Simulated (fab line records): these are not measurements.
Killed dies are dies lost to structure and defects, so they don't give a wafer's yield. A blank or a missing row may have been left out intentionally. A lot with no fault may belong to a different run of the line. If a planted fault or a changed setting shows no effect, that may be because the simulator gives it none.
Tool commonality check ; flow gf180mcu ; 45 wafers sampled across 15 lots

REASON IT WAS OPENED
At GF_VT_IMPLANT_TW_MEAS_32 the reading VT_IMPLANT_3_TW is flagged on 3 of 15 lots. No-fault wafers: 268.7, standard deviation 2.6.
Rule: a lot gets a flag if all its wafers with a number sit over 4 standard deviations from that mean, or if no wafer of it has a number. All remaining lots are regarded as sound.

lot;measured;on;VT_IMPLANT_3_TW, wafer by wafer;flag
L706;day 6 23:51;film-metro-03;265.2 266.0 267.0;
L707;day 7 13:11;film-metro-04;272.0 272.5 271.7;
L709;day 8 00:41;film-metro-04;272.3 271.2 271.9;
L708;day 8 01:56;film-metro-04;30.2 30.2 30.3;FLAGGED
L710;day 8 07:18;film-metro-02;29.8 29.7 29.7;FLAGGED
L711;day 8 10:54;film-metro-03;29.8 30.0 30.1;FLAGGED
L712;day 8 23:45;film-metro-04;271.0 274.7 270.5;
L721;day 11 00:51;film-metro-04;272.9 271.5 272.0;
L723;day 11 14:38;film-metro-03;265.7 266.3 266.0;
L724;day 11 23:21;film-metro-03;266.4 266.2 265.8;
L725;day 12 06:45;film-metro-04;271.0 271.6 271.9;
L726;day 12 15:10;film-metro-02;267.9 267.5 267.6;
L727;day 12 22:25;film-metro-03;266.7 266.3 266.2;
L728;day 13 04:49;film-metro-03;266.9 266.1 266.6;
L729;day 13 12:57;film-metro-03;267.0 266.3 266.5;
On average the flagged lots' numbers are 30.0, which is -238.7 against the usual, or -92 standard deviations.

WHICH TOOL EACH LOT WENT THROUGH
The record holds 1 process step before the reading, out of a route of 602 steps. In each cell: the tool, then ch and the chambers that the sampled wafers went through, then the start.
lot;flag;GF_VT_IMPLANT_IMPLANT_30
L706;;implanter-04 ch 0, day 6 23:37
L707;;implanter-04 ch 0, day 7 12:56
L709;;implanter-04 ch 0, day 8 00:26
L708;FLAGGED;implanter-03, day 8 01:41
L710;FLAGGED;implanter-04, day 8 07:03
L711;FLAGGED;implanter-04, day 8 10:39
L712;;implanter-02 ch 0, day 8 23:30
L721;;implanter-03 ch 0, day 11 00:36
L723;;implanter-03 ch 0, day 11 14:23
L724;;implanter-03 ch 0, day 11 23:07
L725;;implanter-02 ch 0, day 12 06:31
L726;;implanter-03 ch 0, day 12 14:55
L727;;implanter-03 ch 0, day 12 22:11
L728;;implanter-02 ch 0, day 13 04:35
L729;;implanter-03 ch 0, day 13 12:43
What these steps do:
- GF_VT_IMPLANT_IMPLANT_30
- GF_VT_IMPLANT_TW_MEAS_32

FLAGGED AGAINST TOTAL, ONE TOOL AT A TIME (gauges that did the reading follow at the end)
step;tool;lots run;flagged;share of the flagged lots;sound lots run after its first flagged lot
GF_VT_IMPLANT_IMPLANT_30;implanter-02;3;0;none;-
GF_VT_IMPLANT_IMPLANT_30;implanter-03;7;1;some;6 (L721,L723,L724,L726,L727,L729)
GF_VT_IMPLANT_IMPLANT_30;implanter-04;5;2;some;0
GF_VT_IMPLANT_TW_MEAS_32;film-metro-02;2;1;some;1 (L726)
GF_VT_IMPLANT_TW_MEAS_32;film-metro-03;7;1;some;5 (L723,L724,L727,L728,L729)
GF_VT_IMPLANT_TW_MEAS_32;film-metro-04;6;1;some;3 (L712,L721,L725)

WHAT IS ALLOWED BY THE TABLE
No row of the table ran every flagged lot.

WHAT THE SIMULATOR PUT IN
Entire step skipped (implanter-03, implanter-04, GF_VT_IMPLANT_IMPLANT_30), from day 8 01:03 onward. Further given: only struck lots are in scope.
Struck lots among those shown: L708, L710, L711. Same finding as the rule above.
